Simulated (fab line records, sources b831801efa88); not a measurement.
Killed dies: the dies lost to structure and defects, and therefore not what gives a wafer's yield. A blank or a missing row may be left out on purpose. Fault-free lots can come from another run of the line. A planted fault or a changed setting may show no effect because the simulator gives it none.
The tool behind it: which one? -- flow sky130 -- 12 lots with 36 wafers sampled at 5 steps, on a route of 708 steps

== WHAT EACH GAUGE READ, for each wafer ==
SKY_SONOS_ONO_THK_MEAS_05. Usual: SONOS_ONO_CVD_04_THK typically reads 5.77 nm, with standard deviation 0.12.
lot,measured,on,SONOS_ONO_CVD_04_THK (nm),flag
L825,day 11 22:18,film metro-04,5.70 5.70 5.67,
L826,day 12 14:49,film metro-02,5.80 5.76 5.79,
L827,day 13 01:46,film metro-02,5.48 5.47 5.47,
L829,day 13 09:20,film metro-02,5.95 5.92 5.86,
L831,day 14 06:58,film metro-02,5.82 5.85 5.79,
L833,day 14 17:02,film metro-04,5.76 5.82 5.75,
L834,day 14 21:10,film metro-02,5.82 5.96 5.97,
L837,day 16 00:20,film metro-02,7.40 7.42 7.20,OFF
L844,day 18 05:20,film metro-02,5.82 5.80 5.86,
L845,day 18 10:44,film metro-03,5.72 5.64 5.64,
L846,day 18 22:57,film metro-04,5.75 5.73 5.81,
L847,day 19 10:14,film metro-04,5.79 5.77 5.77,

SKY_VIA1_OVL_MEAS_13. Usual: VIA1_OVL typically reads -2 nm, with standard deviation 5.4.
lot,measured,on,VIA1_OVL (nm),flag
L825,day 34 08:55,overlay-02,0 2 -1,
L826,day 35 03:10,overlay-01,-2 5 -2,
L827,day 35 12:53,overlay-01,0 -8 7,
L829,day 35 16:16,overlay-01,4 1 4,
L831,day 36 17:14,overlay-02,-9 -5 -8,
L833,day 36 19:35,overlay-01,-2 0 -11,
L834,day 37 05:59,overlay-02,2 -1 5,
L837,day 38 07:47,overlay-02,-12 -5 -8,
L844,day 40 08:14,overlay-02,2 8 1,
L845,day 40 08:29,overlay-02,6 -2 -1,
L846,day 40 15:16,overlay-02,-5 -2 -9,
L847,day 41 00:46,overlay-01,1 -1 -3,

SKY_VIA2_THK_MEAS_01. Usual: VIA2_HDPCVD_THK typically reads 1178 nm, with standard deviation 11.
lot,measured,on,VIA2_HDPCVD_THK (nm),flag
L825,day 35 13:58,film metro-04,1193 1187 1189,
L826,day 36 07:59,film metro-03,1194 1173 1189,
L827,day 36 17:31,film metro-03,1163 1168 1163,
L829,day 36 20:57,film metro-02,1181 1199 1166,
L831,day 37 21:29,film metro-02,1177 1181 1167,
L833,day 37 23:47,film metro-03,1157 1150 1160,
L834,day 38 10:19,film metro-03,1189 1186 1182,
L837,day 39 11:25,film metro-02,1186 1179 1184,
L844,day 41 11:11,film metro-03,1204 1181 1189,
L845,day 41 11:16,film metro-04,1182 1171 1184,
L846,day 41 17:51,film metro-02,1180 1187 1200,
L847,day 42 03:16,film metro-02,1163 1183 1180,

== EACH LOT AND THE TOOL THAT RAN IT (in order: tool; ch and the chambers of the sampled wafers; start) ==
lot,SKY_SONOS_ONO_CVD_04,SKY_VIA1_ETCH_15
L825,"lpcvd-03 ch 0, day 11 21:02","rie diel-01 ch 2,3, day 34 08:59"
L826,"lpcvd-03 ch 1, day 12 13:34","rie diel-01 ch 0,1,3, day 35 03:15"
L827,"lpcvd-03 ch 1, day 13 00:31","rie diel-03 ch 1,3, day 35 12:57"
L829,"lpcvd-03 ch 0, day 13 08:04","rie diel-01 ch 0,1,2, day 35 16:20"
L831,"lpcvd-03 ch 1, day 14 05:43","rie diel-01 ch 0,2,3, day 36 17:18"
L833,"lpcvd-03 ch 1, day 14 15:44","rie diel-01 ch 0,1,2, day 36 19:39"
L834,"lpcvd-03 ch 1, day 14 19:55","rie diel-03 ch 0,2, day 37 06:04"
L837,"lpcvd-03 ch 0, day 15 23:05","rie diel-02 ch 0,2, day 38 07:52"
L844,"lpcvd-03 ch 0, day 18 04:05","rie diel-02 ch 0,3, day 40 08:19"
L845,"lpcvd-03 ch 1, day 18 09:29","rie diel-01 ch 1,2,3, day 40 08:33"
L846,"lpcvd-03 ch 1, day 18 21:42","rie diel-02 ch 0,1,2, day 40 15:21"
L847,"lpcvd-03 ch 0, day 19 08:59","rie diel-03 ch 2,3, day 41 00:51"
- SKY_SONOS_ONO_CVD_04: deposits SiO2 from SiH4/N2O, target thk 5.7199 nm.
- SKY_VIA1_ETCH_15: etches SiO2 in C4F8/O2/Ar, stops on TiN, target depth 351 nm, time 54 s.

== WHAT THE TOOLS THEMSELVES READ (means of the sampled wafers that have a number; where no wafer has one, the mark that the record gives instead) ==
SKY_SONOS_ONO_CVD_04. Usual: spike tc bottom C 915.6 C, standard deviation 1.4; spike tc centre C 900.6 C, standard deviation 1.6; spike tc lower C 901.8 C, standard deviation 1.2; zone power bottom pct 24.6 %, standard deviation 0.43; zone power centre pct 19.3 %, standard deviation 0.99; zone power lower pct 18.4 %, standard deviation 1.5.
lot,tool,spike tc bottom C (C),spike tc centre C (C),spike tc lower C (C),zone power bottom pct (%),zone power centre pct (%),zone power lower pct (%),flag
L825,lpcvd-03,916.9,898.9,902.9,24.2,20.4,20.2,
L826,lpcvd-03,914.3,902.1,901.0,24.7,18.5,17.2,
L827,lpcvd-03,915.2,901.8,901.3,24.8,18.5,17.2,
L829,lpcvd-03,916.9,899.9,902.1,24.2,20.4,20.3,
L831,lpcvd-03,914.2,900.7,901.9,24.7,18.5,17.1,
L833,lpcvd-03,914.7,902.2,900.9,25.0,18.6,17.0,
L834,lpcvd-03,914.8,902.4,901.5,24.8,18.5,17.0,
L837,lpcvd-03,910.8,895.1,937.7,19.5,13.4,36.2,OFF
L844,lpcvd-03,916.1,898.1,903.9,24.2,20.3,20.2,
L845,lpcvd-03,915.3,900.1,901.5,24.8,18.6,17.3,
L846,lpcvd-03,913.9,902.0,900.7,24.9,18.4,17.1,
L847,lpcvd-03,916.0,899.4,902.9,24.2,20.5,20.2,

SKY_VIA1_ETCH_15. Usual: oes product au at 0.980 a.u., with a standard deviation of 0.0054.
lot,tool,oes product au (a.u.),flag
L825,rie diel-01,0.978,
L826,rie diel-01,0.980,
L827,rie diel-03,0.981,
L829,rie diel-01,0.982,
L831,rie diel-01,0.979,
L833,rie diel-01,0.977,
L834,rie diel-03,0.981,
L837,rie diel-02,0.974,
L844,rie diel-02,0.986,
L845,rie diel-01,0.983,
L846,rie diel-02,0.983,
L847,rie diel-03,0.975,

== THE ANSWER, worked out from the rows above alone ==
Rule: take the mean of a lot's wafers that have a number; if it is more than 3 standard deviations from the usual mean, the lot is off. Also off: a lot with no number at a reading for which 4 or more lots have one. The other lots that the step has rows for count as sound. The gauges are gone through in route order, then the tools' own readings, and for those a lot's mean is taken as printed above. At the first step where some lot is off, the reading lying furthest off is the one used; lots without a number count as furthest.
Off: at SKY_SONOS_ONO_THK_MEAS_05 (SONOS_ONO_CVD_04_THK), L837.
If a tool, at a process step before that reading, ran all the lots that are off and no sound lot after the first of them, it fits. Not tried: the gauges at SKY_SONOS_ONO_THK_MEAS_05; whatever is off there is also off at SKY_SONOS_ONO_CVD_04, on other tools, and gauge error can't account for it. No candidate that was tried fits.

== WHAT THE SIMULATOR PUT IN ==
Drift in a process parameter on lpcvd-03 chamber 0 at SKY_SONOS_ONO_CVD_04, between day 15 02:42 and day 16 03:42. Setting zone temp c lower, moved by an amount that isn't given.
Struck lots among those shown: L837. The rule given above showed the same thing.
